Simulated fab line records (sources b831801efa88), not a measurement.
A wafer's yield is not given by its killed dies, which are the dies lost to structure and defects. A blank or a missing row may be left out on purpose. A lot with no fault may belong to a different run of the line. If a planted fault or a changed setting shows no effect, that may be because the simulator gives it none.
A single fault, viewed from 2 desks    flow sky130    each desk has only its own numbers; what lay behind them comes last

== THE METROLOGY DESK ==
Means of the sampled wafers that have a number, per lot and without regard to the tool the lot ran on: this is what the gauges read. The brackets show how far a lot's mean lies from the usual mean; more than 4 standard deviations puts the lot out of limits, marked OUT.
Columns: A = SONOS_ONO_CVD_02_THK at SKY_SONOS_ONO_THK_MEAS_03, usual 10.45 nm; B = LI_CONTACT_W_THK at SKY_LI_CONTACT_THK_MEAS_23, usual 408 nm; C = cd-nm at SKY_METAL1_CD_MEAS_15, usual 139.8 nm
lot   first seen here  A                 B    C
L845  day 12 00:16     10.54             421  138.3
L846  day 12 09:03     10.42             400  139.5
L847  day 12 09:04     10.29             410  138.2
L849  day 13 07:26     10.20             408  141.0
L850  day 13 14:34     10.30             399  137.6
L851  day 13 18:55     10.38             415  140.3
L852  day 14 00:20     10.20             401  139.6
L853  day 14 09:02     10.98 (+4.1) OUT  402  140.6
L854  day 14 15:14     11.20 (+5.8) OUT  397  139.4
L864  day 18 00:34     10.53             407  141.3
L865  day 18 19:51     10.51             427  141.0
L867  day 19 05:33     10.29             410  137.5
L866  day 19 05:34     10.46             401  141.5
This desk's result: L853, L854 out of limits, first on L853 (SONOS_ONO_CVD_02_THK at SKY_SONOS_ONO_THK_MEAS_03), day 14 09:02. L845, L846, L847, L849, L850, L851, L852, L864, L865, L867, L866: within limits.

== FOR THE TOOL OWNER'S DESK: lpcvd-02 ==
The tool's own readings at SKY_SONOS_ONO_CVD_02 (deposits Si3N4 from DCS/NH3, target thk 10.5 nm, time 180 s): means of the sampled wafers that have a number, for each lot that ran on this tool. The brackets show how far a lot's mean lies from the usual mean; more than 4 standard deviations puts the lot out of limits, marked OUT.
Columns: A = pressure-mtorr at SKY_SONOS_ONO_CVD_02, usual 250.0 mTorr; B = spike-tc-bottom-C at SKY_SONOS_ONO_CVD_02, usual 790.7 C; C = spike-tc-upper-C at SKY_SONOS_ONO_CVD_02, usual 771.1 C
lot   first seen here  A                B      C
L845  day 11 23:12     249.7            792.0  770.5
L846  day 12 08:00     250.4            793.3  771.2
L847  day 12 08:00     250.7            792.0  769.3
L849  day 13 06:23     249.8            789.8  771.2
L850  day 13 13:31     249.7            788.3  773.4
L851  day 13 17:52     250.6            790.3  771.6
L852  day 13 23:16     249.7            788.5  771.5
L853  day 14 07:58     300.0 (+93) OUT  792.6  769.8
L854  day 14 13:40     300.2 (+93) OUT  792.1  770.1
L864  day 17 23:31     249.4            789.0  771.5
L865  day 18 18:48     250.5            789.4  771.9
L866  day 19 04:29     249.9            789.1  771.2
L867  day 19 04:29     249.5            792.0  770.1
Finding of this desk: L853, L854 out of limits; the first was L853 at day 14 07:58, on pressure-mtorr at SKY_SONOS_ONO_CVD_02. L845, L846, L847, L849, L850, L851, L852, L864, L865, L866, L867: within limits.

== TAKEN TOGETHER ==
On L853, L854, at day 14 07:58, an alarm was possible from the tool owner's desk.
At day 14 09:02 the metrology desk could have sounded an alarm, on L853, L854.
Of the lots named, all ran SKY_SONOS_ONO_CVD_02 on lpcvd-02.

== WHAT THE SIMULATOR HAD INSERTED ==
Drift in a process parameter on lpcvd-02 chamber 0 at SKY_SONOS_ONO_CVD_02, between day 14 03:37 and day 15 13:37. Setting pressure-mtorr shifted by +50 from 250. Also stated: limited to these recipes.
Shown lots that were struck: L853, L854.
Hours from the fault's start to each desk's first reading out of limits: the tool owner's desk, 4; the metrology desk, 5.
